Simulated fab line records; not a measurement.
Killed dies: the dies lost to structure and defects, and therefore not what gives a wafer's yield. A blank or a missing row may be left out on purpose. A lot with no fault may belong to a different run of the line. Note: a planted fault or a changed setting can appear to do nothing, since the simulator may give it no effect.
One fault seen from 2 desks	flow sky130	numbers are kept per desk, each desk with only its own; the story behind them comes last

## FOR THE TOOL OWNER'S DESK: litho-track-01
The tool's own readings at SKY_SONOS_TUNNEL_DEVELOP_06 (develop time 60 s): means of the sampled wafers that have a number, for each lot that ran on this tool. Marked OUT: a lot whose mean sits more than 4 standard deviations from the usual mean, which makes it out of limits; the brackets give that distance.
Columns: A = developer-temp-C at SKY_SONOS_TUNNEL_DEVELOP_06, usual 23.00 C
lot	first seen here	A
L646	day 13 13:46	22.97
L648	day 14 04:19	20.72 (-19) OUT
L649	day 14 14:04	20.71 (-19) OUT
L650	day 14 19:22	20.55 (-20) OUT
L659	day 17 17:49	22.94
L660	day 18 02:14	23.06
This desk's verdict: out of limits on L648, L649, L650, starting with L648 at day 14 04:19 (developer-temp-C at SKY_SONOS_TUNNEL_DEVELOP_06). L646, L659, L660: within limits.

## AT THE METROLOGY DESK
Means of the sampled wafers that have a number, per lot and without regard to the tool the lot ran on: this is what the gauges read. Marked OUT: a lot whose mean sits more than 4 standard deviations from the usual mean, which makes it out of limits; the brackets give that distance.
Columns: A = VT_ADJUST_LVTN_2_TW at SKY_VT_ADJUST_LVTN_TW_MEAS_21, usual 186.8; B = cd-nm at SKY_SONOS_TUNNEL_CD_MEAS_07, usual 410.9 nm
lot	first seen here	A	B
L639	day 7 15:02	186.2	414.6
L640	day 8 05:16	188.6	409.7
L641	day 8 06:07	187.8	412.9
L642	day 8 15:15	188.5	413.2
L646	day 9 16:37	187.7	408.2
L648	day 10 03:52	186.6	421.7 (+4.9) OUT
L649	day 10 13:19	185.6	417.3
L650	day 10 17:43	186.1	414.8
L659	day 13 06:02	185.3	414.4
L660	day 13 11:59	184.7	410.6
L661	day 13 20:51	187.0	410.4
L662	day 14 06:46	185.1	410.2
This desk's verdict: out of limits on L648, starting with L648 at day 14 04:28 (cd-nm at SKY_SONOS_TUNNEL_CD_MEAS_07). L639, L640, L641, L642, L646, L649, L650, L659, L660, L661, L662: within limits.

## BROUGHT TOGETHER
The tool owner's desk could have raised an alarm at day 14 04:19, on L648, L649, L650.
At day 14 04:28 the metrology desk could have sounded an alarm, on L648.
The metrology desk has L649, L650 on record, within its limits.
SKY_SONOS_TUNNEL_DEVELOP_06 was run on litho-track-01 by each of the lots named.

## WHAT THE SIMULATOR PUT IN
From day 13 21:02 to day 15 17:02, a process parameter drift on litho-track-01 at SKY_SONOS_TUNNEL_DEVELOP_06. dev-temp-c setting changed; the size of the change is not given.
Shown lots that were struck: L648, L649, L650.
Fault start to first reading out of limits, in hours, per desk: tool owner, 7; metrology, 7.
